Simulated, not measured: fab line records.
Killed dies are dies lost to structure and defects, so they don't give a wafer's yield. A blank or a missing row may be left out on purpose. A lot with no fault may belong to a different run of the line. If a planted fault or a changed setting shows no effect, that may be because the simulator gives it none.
Which of the tools did it? | flow sfqLine | Sampling: 14 lots, 42 wafers, 4 of 325 route steps

== WHAT THE GAUGES SHOWED, per wafer ==
No reading from a measuring or inspecting step in the record can be judged against a usual standard deviation.

== WHICH TOOL RAN EACH LOT (tool, then ch and the chambers of the sampled wafers, then the start) ==
lot  | SFQ_TRILAYER_L0_DEP_SPUTTER_003 | SFQ_TRILAYER_L0_ETCH_METAL_ETCH_008 | SFQ_TRILAYER_I1_VIA_LITHO_COAT_049 | SFQ_TRILAYER_M2_STRIP_STRIP_061
L831 | pvdSputter-03, day 1 12:29      | rieMetal-04 ch 0,1, day 3 07:53     | lithoTrack-04 ch 0, day 13 17:25   | rieMetal-01 ch 0,1, day 20 22:50
L832 | pvdSputter-06, day 1 17:29      | rieMetal-03 ch 0,1, day 3 13:53     | lithoTrack-03 ch 0, day 13 22:32   | rieMetal-04 ch 0,1, day 21 06:02
L833 | pvdSputter-03, day 1 22:29      | rieMetal-03 ch 0,1, day 3 18:41     | lithoTrack-03 ch 0, day 14 07:23   | rieMetal-03 ch 0,1, day 21 19:02
L835 | pvdSputter-06, day 2 08:29      | rieMetal-03 ch 0,1, day 4 05:29     | lithoTrack-03 ch 0, day 14 13:23   | rieMetal-01 ch 0,1, day 22 03:26
L836 | pvdSputter-06, day 2 13:29      | rieMetal-03 ch 0,1, day 4 09:05     | lithoTrack-01 ch 0, day 14 23:35   | rieMetal-04 ch 0,1, day 22 16:38
L840 | pvdSputter-03, day 3 09:29      | rieMetal-02 ch 0,1, day 5 10:23     | lithoTrack-01 ch 0, day 16 11:56   | rieMetal-01 ch 1, day 24 17:58
L841 | pvdSputter-03, day 3 14:29      | rieMetal-03 ch 0,1, day 5 17:35     | lithoTrack-01 ch 0, day 17 00:52   | rieMetal-04 ch 0,1, day 25 12:49
L842 | pvdSputter-05, day 3 19:29      | rieMetal-04 ch 0,1, day 5 22:23     | lithoTrack-03 ch 0, day 17 15:56   | rieMetal-03 ch 1, day 26 00:52
L843 | pvdSputter-03, day 4 00:29      | rieMetal-04 ch 0,1, day 6 01:59     | lithoTrack-01 ch 0, day 17 17:44   | rieMetal-01 ch 0,1, day 26 04:25
L844 | pvdSputter-05, day 4 05:29      | rieMetal-03 ch 0,1, day 6 06:47     | lithoTrack-03 ch 0, day 18 13:00   | rieMetal-03 ch 0,1, day 26 22:33
L846 | pvdSputter-05, day 4 15:29      | rieMetal-04 ch 0,1, day 6 16:23     | lithoTrack-01 ch 0, day 18 21:57   | rieMetal-04 ch 0,1, day 27 12:49
L851 | pvdSputter-06, day 5 16:29      | rieMetal-04 ch 0,1, day 7 18:56     | lithoTrack-04 ch 0, day 20 11:18   | rieMetal-01 ch 0,1, day 29 03:13
L852 | pvdSputter-03, day 5 21:29      | rieMetal-04 ch 0,1, day 7 21:11     | lithoTrack-01 ch 0, day 21 00:30   | rieMetal-03 ch 0,1, day 29 18:49
L853 | pvdSputter-03, day 6 02:29      | rieMetal-04 ch 0,1, day 8 04:38     | lithoTrack-01 ch 0, day 21 10:07   | rieMetal-01 ch 0, day 30 12:22
- SFQ_TRILAYER_L0_DEP_SPUTTER_003: material MoNx KI, target thk 40 nm, time 100 s.
- SFQ_TRILAYER_L0_ETCH_METAL_ETCH_008: etches MoNx KI in SF6/O2, stops on SiO2, target depth 50 nm, time 25 s.
- SFQ_TRILAYER_I1_VIA_LITHO_COAT_049: resist thk 650 nm.
- SFQ_TRILAYER_M2_STRIP_STRIP_061: strips in O2.

== WHAT THE TOOLS THEMSELVES READ (means of the sampled wafers that have a number; where no wafer has one, the mark that the record gives instead) ==
SFQ_TRILAYER_L0_DEP_SPUTTER_003.
lot  | tool          | throttleValvePct (%)
L831 | pvdSputter-03 | 29.5
L832 | pvdSputter-06 | 31.7
L833 | pvdSputter-03 | 29.5
L835 | pvdSputter-06 | 31.9
L836 | pvdSputter-06 | 31.6
L840 | pvdSputter-03 | 29.2
L841 | pvdSputter-03 | 29.3
L842 | pvdSputter-05 | 30.3
L843 | pvdSputter-03 | 29.3
L844 | pvdSputter-05 | 30.2
L846 | pvdSputter-05 | 30.6
L851 | pvdSputter-06 | 31.6
L852 | pvdSputter-03 | 29.3
L853 | pvdSputter-03 | 29.2

SFQ_TRILAYER_L0_ETCH_METAL_ETCH_008.
lot  | tool        | drypumpMotorCurrentA (A) | oesProductAu (a.u.) | rfFwdPowerW (W)
L831 | rieMetal-04 | 5.7                      | 0.871               | 591.0
L832 | rieMetal-03 | 5.8                      | 0.872               | 589.5
L833 | rieMetal-03 | 5.9                      | 0.883               | 589.9
L835 | rieMetal-03 | 6.0                      | 0.867               | 587.6
L836 | rieMetal-03 | 5.9                      | 0.871               | 589.2
L840 | rieMetal-02 | 6.0                      | 0.881               | 591.3
L841 | rieMetal-03 | 5.9                      | 0.873               | 588.8
L842 | rieMetal-04 | 6.1                      | 0.869               | 591.5
L843 | rieMetal-04 | 5.7                      | 0.876               | 590.2
L844 | rieMetal-03 | 5.9                      | 0.877               | 588.2
L846 | rieMetal-04 | 5.7                      | 0.872               | 591.5
L851 | rieMetal-04 | 6.1                      | 0.874               | 589.0
L852 | rieMetal-04 | 5.7                      | 0.881               | 590.7
L853 | rieMetal-04 | 6.1                      | 0.877               | 593.3

SFQ_TRILAYER_I1_VIA_LITHO_COAT_049.
lot  | tool          | spinSpeedRpm (rpm)
L831 | lithoTrack-04 | 3001.1
L832 | lithoTrack-03 | 2999.6
L833 | lithoTrack-03 | 3000.4
L835 | lithoTrack-03 | 3000.2
L836 | lithoTrack-01 | 2999.1
L840 | lithoTrack-01 | 3002.0
L841 | lithoTrack-01 | 3001.5
L842 | lithoTrack-03 | 3002.3
L843 | lithoTrack-01 | 2999.5
L844 | lithoTrack-03 | 3001.5
L846 | lithoTrack-01 | 3001.5
L851 | lithoTrack-04 | 2997.6
L852 | lithoTrack-01 | 2534.6
L853 | lithoTrack-01 | 2531.0

SFQ_TRILAYER_M2_STRIP_STRIP_061.
lot  | tool        | drypumpMotorCurrentA (A) | oesProductAu (a.u.)
L831 | rieMetal-01 | 5.77                     | 1.002
L832 | rieMetal-04 | 5.72                     | 0.990
L833 | rieMetal-03 | 5.94                     | 1.009
L835 | rieMetal-01 | 5.80                     | 0.985
L836 | rieMetal-04 | 6.06                     | 0.999
L840 | rieMetal-01 | 5.86                     | 0.993
L841 | rieMetal-04 | 5.72                     | 0.995
L842 | rieMetal-03 | 5.95                     | 1.000
L843 | rieMetal-01 | 5.79                     | 0.993
L844 | rieMetal-03 | 5.91                     | 0.995
L846 | rieMetal-04 | 6.08                     | 1.011
L851 | rieMetal-01 | 5.81                     | 0.992
L852 | rieMetal-03 | 5.89                     | 1.000
L853 | rieMetal-01 | 5.77                     | 0.996

== THE ANSWER, worked out from the rows above alone ==
Rule: what is usual is taken from the lots themselves. Put in order of their means at a reading, lots are off if they are a third of the lots or fewer, leave a main group of 4 or more, and stand apart from it by a gap of 3 or more times the standard deviation of the main group's means; of several such gaps the widest counts. A main group whose means are all the same, to the digits that the tables above print for the reading, isn't used. Also off: a lot with no number at a reading for which 4 or more lots have one. The other lots that the step has rows for count as sound. First the gauges in route order, then the tools' own readings, where a lot's mean is used as printed above. The first step at which some lot is off is used, and at that step the reading that is off furthest; a lot without a number counts as furthest.
Off at SFQ_TRILAYER_I1_VIA_LITHO_COAT_049 (spinSpeedRpm): L852, L853. The main group: mean 3000.5 rpm, standard deviation 1.3.
If a tool, at that step or one of the process steps before it, ran each lot that is off and ran no sound lot following the first of them, it fits. Can't be told from this: 3 tools fit, pvdSputter-03 at SFQ_TRILAYER_L0_DEP_SPUTTER_003, rieMetal-04 at SFQ_TRILAYER_L0_ETCH_METAL_ETCH_008, lithoTrack-01 at SFQ_TRILAYER_I1_VIA_LITHO_COAT_049.

== WHAT THE SIMULATOR PUT IN ==
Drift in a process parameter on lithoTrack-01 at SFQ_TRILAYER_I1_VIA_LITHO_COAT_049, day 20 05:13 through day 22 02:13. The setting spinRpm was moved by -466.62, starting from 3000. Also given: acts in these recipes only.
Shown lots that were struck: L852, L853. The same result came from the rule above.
